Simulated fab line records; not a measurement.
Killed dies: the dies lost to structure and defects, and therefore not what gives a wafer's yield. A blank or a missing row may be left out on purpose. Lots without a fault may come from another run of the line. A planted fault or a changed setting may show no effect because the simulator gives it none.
Split-lot experiment || flow gf180mcu || 23 wafers read across 5 lots, on a route 602 steps long

== ON THE SPLIT ==
At GF_STI_OXIDATION_29 (stabilise 600 s, purge 300 s, target thk 10 nm), the setting ox time s was moved away from the recipe's 1418 s on 10 of the 23 wafers read, by -14.8% to -13.1%. The other wafers ran this setting at the recipe's value.

Split to reading: the file shows no intervening step.

== THE READING ==
STI_OXIDATION_02_THK (nm), taken at GF_STI_THK_MEAS_30. Fault-free wafers of this fab line usually give 10.06 nm, standard deviation 0.13 nm.

{"wafer": "L074.1", "tool, chamber at the split": "-, -", "ox time s as run, s": 1418, "against the recipe": "recipe", "STI_OXIDATION_02_THK, nm": 10.19, "against lot-mates on the recipe": "-"}
{"wafer": "L074.2", "tool, chamber at the split": "-, -", "ox time s as run, s": 1418, "against the recipe": "recipe", "STI_OXIDATION_02_THK, nm": 10.27, "against lot-mates on the recipe": "-"}
{"wafer": "L074.3", "tool, chamber at the split": "-, -", "ox time s as run, s": 1418, "against the recipe": "recipe", "STI_OXIDATION_02_THK, nm": 10.09, "against lot-mates on the recipe": "-"}
{"wafer": "L074.4", "tool, chamber at the split": "-, -", "ox time s as run, s": 1418, "against the recipe": "recipe", "STI_OXIDATION_02_THK, nm": 9.96, "against lot-mates on the recipe": "-"}
{"wafer": "L074.5", "tool, chamber at the split": "-, -", "ox time s as run, s": 1418, "against the recipe": "recipe", "STI_OXIDATION_02_THK, nm": 10.13, "against lot-mates on the recipe": "-"}
{"wafer": "L078.1", "tool, chamber at the split": "-, -", "ox time s as run, s": 1418, "against the recipe": "recipe", "STI_OXIDATION_02_THK, nm": 10.25, "against lot-mates on the recipe": "-"}
{"wafer": "L078.3", "tool, chamber at the split": "-, -", "ox time s as run, s": 1418, "against the recipe": "recipe", "STI_OXIDATION_02_THK, nm": 10.24, "against lot-mates on the recipe": "-"}
{"wafer": "L078.4", "tool, chamber at the split": "-, -", "ox time s as run, s": 1418, "against the recipe": "recipe", "STI_OXIDATION_02_THK, nm": 10.27, "against lot-mates on the recipe": "-"}
{"wafer": "L078.5", "tool, chamber at the split": "-, -", "ox time s as run, s": 1418, "against the recipe": "recipe", "STI_OXIDATION_02_THK, nm": 10.21, "against lot-mates on the recipe": "-"}
{"wafer": "L078.6", "tool, chamber at the split": "-, -", "ox time s as run, s": 1418, "against the recipe": "recipe", "STI_OXIDATION_02_THK, nm": 10.19, "against lot-mates on the recipe": "-"}
{"wafer": "L082.1", "tool, chamber at the split": "-, -", "ox time s as run, s": 1208, "against the recipe": "-14.8%", "STI_OXIDATION_02_THK, nm": 9.02, "against lot-mates on the recipe": "no lot-mate on the recipe"}
{"wafer": "L082.3", "tool, chamber at the split": "-, -", "ox time s as run, s": 1208, "against the recipe": "-14.8%", "STI_OXIDATION_02_THK, nm": 8.95, "against lot-mates on the recipe": "no lot-mate on the recipe"}
{"wafer": "L082.4", "tool, chamber at the split": "-, -", "ox time s as run, s": 1208, "against the recipe": "-14.8%", "STI_OXIDATION_02_THK, nm": 9.04, "against lot-mates on the recipe": "no lot-mate on the recipe"}
{"wafer": "L082.5", "tool, chamber at the split": "-, -", "ox time s as run, s": 1208, "against the recipe": "-14.8%", "STI_OXIDATION_02_THK, nm": 8.94, "against lot-mates on the recipe": "no lot-mate on the recipe"}
{"wafer": "L082.6", "tool, chamber at the split": "-, -", "ox time s as run, s": 1208, "against the recipe": "-14.8%", "STI_OXIDATION_02_THK, nm": 8.86, "against lot-mates on the recipe": "no lot-mate on the recipe"}
{"wafer": "L084.1", "tool, chamber at the split": "-, -", "ox time s as run, s": 1232, "against the recipe": "-13.1%", "STI_OXIDATION_02_THK, nm": 8.97, "against lot-mates on the recipe": "no lot-mate on the recipe"}
{"wafer": "L084.3", "tool, chamber at the split": "-, -", "ox time s as run, s": 1232, "against the recipe": "-13.1%", "STI_OXIDATION_02_THK, nm": 9.07, "against lot-mates on the recipe": "no lot-mate on the recipe"}
{"wafer": "L084.4", "tool, chamber at the split": "-, -", "ox time s as run, s": 1232, "against the recipe": "-13.1%", "STI_OXIDATION_02_THK, nm": 9.03, "against lot-mates on the recipe": "no lot-mate on the recipe"}
{"wafer": "L084.5", "tool, chamber at the split": "-, -", "ox time s as run, s": 1232, "against the recipe": "-13.1%", "STI_OXIDATION_02_THK, nm": 9.19, "against lot-mates on the recipe": "no lot-mate on the recipe"}
{"wafer": "L084.6", "tool, chamber at the split": "-, -", "ox time s as run, s": 1232, "against the recipe": "-13.1%", "STI_OXIDATION_02_THK, nm": 9.10, "against lot-mates on the recipe": "no lot-mate on the recipe"}
{"wafer": "L085.3", "tool, chamber at the split": "furnace-01, 0", "ox time s as run, s": 1418, "against the recipe": "recipe", "STI_OXIDATION_02_THK, nm": 10.14, "against lot-mates on the recipe": "-"}
{"wafer": "L085.5", "tool, chamber at the split": "furnace-01, 0", "ox time s as run, s": 1418, "against the recipe": "recipe", "STI_OXIDATION_02_THK, nm": 10.00, "against lot-mates on the recipe": "-"}
{"wafer": "L085.6", "tool, chamber at the split": "furnace-01, 0", "ox time s as run, s": 1418, "against the recipe": "recipe", "STI_OXIDATION_02_THK, nm": 10.00, "against lot-mates on the recipe": "-"}

THE FIT
A straight line over all 23 wafers: STI_OXIDATION_02_THK changes by +0.081 nm for each +1% of ox time s; r = +0.99; the points scatter about the line by 0.095 nm.
Too few moved wafers have a lot-mate on the recipe to fit a line with each lot's own level taken away.

== THE WHOLE CHAIN: every reading that the file lists as answering this split, in the file's order ==
{"step": "GF_STI_OXIDATION_29", "what it does": "stabilise 600 s, purge 300 s, target thk 10 nm", "reading": "SiO2_of_STI_OXIDATION_29.thk nm (the simulator's own value, which no gauge read)", "change (the file's fit)": "+0.0807 nm for each +1% of the setting", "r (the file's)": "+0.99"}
{"step": "GF_STI_THK_MEAS_30", "what it does": "", "reading": "STI_OXIDATION_02_THK", "change (the file's fit)": "+0.0811 for each +1% of the setting", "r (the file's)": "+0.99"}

== THE FILE'S OWN FIT ==
STI_OXIDATION_02_THK changes by +0.0811 nm for each +1% of ox time s, r = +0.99.
